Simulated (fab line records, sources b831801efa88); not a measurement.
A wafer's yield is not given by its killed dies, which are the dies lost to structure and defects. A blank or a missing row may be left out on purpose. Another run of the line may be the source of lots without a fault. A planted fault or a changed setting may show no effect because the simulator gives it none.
Problem report in the 8D (eight disciplines) form, filled by code | flow sky130 | the parts of the form that need people (team, actions taken, sign-off) are left out

== 1. WHAT IS WRONG ==
rf-fwd-power-W at SKY_VIA1_ETCH_14 reads a mean of 574.9 W on 6 wafers of 2 lots; wafers without a fault read 494.7 W with a standard deviation of 2.2. Measured from the usual mean, that is +36 standard deviations.
The step: etches BARC in N2/H2, stops on SiO2, time 45.9 s, target depth 60 nm.
Seen first at day 39 15:56 on rie-diel-01, wafer L228.3. The record holds 30 wafers of 10 lots with a number at this step. Rule for "out", or "out of limits": more than 4 standard deviations from the usual mean. All remaining wafers that have a number are taken as sound.

== 2. WHAT IT IS AND WHAT IT IS NOT ==
question                    | is                     | is not
which readings at this step | rf-fwd-power-W         | bias-w, drypump-motor-current-A, oes-product-au, throttle-valve-pct
which lots                  | L226, L228             | L213, L215, L216, L218, L222, L229, L232, L233
which wafers of those lots  | all that have a number | -
read on which tools         | rie-diel-01            | rie-diel-03
when                        | from day 39 15:56      | up to then (18 sound wafers); but 6 sound wafers of L232, L233 came after

== 3. THE SUSPECTS, EACH WITH WHAT RULES IT OUT ==
Counting: any tool at a process step up to the reading is kept as a suspect provided that every lot that is out went through it and no sound lot did after the first of them.
- rie-diel-01 at SKY_VIA1_ETCH_14 (etches BARC in N2/H2, stops on SiO2, time 45.9 s, target depth 60 nm): kept. It ran every lot that is out, first L228 (day 39 15:56), and no sound lot after that; its last sound lot up to then is L222 (day 37 14:48). Out on those wafers are its own readings of rf-fwd-power-W.
After counting, what remains is rie-diel-01 at SKY_VIA1_ETCH_14.

== 4. THE CAUSE (what the simulator had put in) ==
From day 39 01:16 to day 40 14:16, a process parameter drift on rie-diel-01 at SKY_VIA1_ETCH_14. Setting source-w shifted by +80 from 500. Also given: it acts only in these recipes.
This tool alone remained once counting was done.

== 5. THE EFFECT CHAIN, in route order ==
Rows list readings where the struck wafers' mean (over those with a number) sits beyond 3 standard deviations from the usual. Readings are gone through only where the record gives a usual standard deviation; hours: the median, over the lots, of the time from a lot's start at the first step in this table giving one to that lot's start at this step; sigmas: the change measured in usual standard deviations.
hours | step             | reading        | usual   | on struck wafers | change | sigmas
0     | SKY_VIA1_ETCH_14 | rf-fwd-power-W | 494.7 W | 574.9            | +80.2  | +36
Its process steps:
- SKY_VIA1_ETCH_14: etches BARC in N2/H2, stops on SiO2, time 45.9 s, target depth 60 nm.

== 6. HOW IT WOULD HAVE BEEN CAUGHT EARLIER ==
First out-of-limits reading in this record: day 39 15:56, which is 15 hours after fault onset at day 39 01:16.
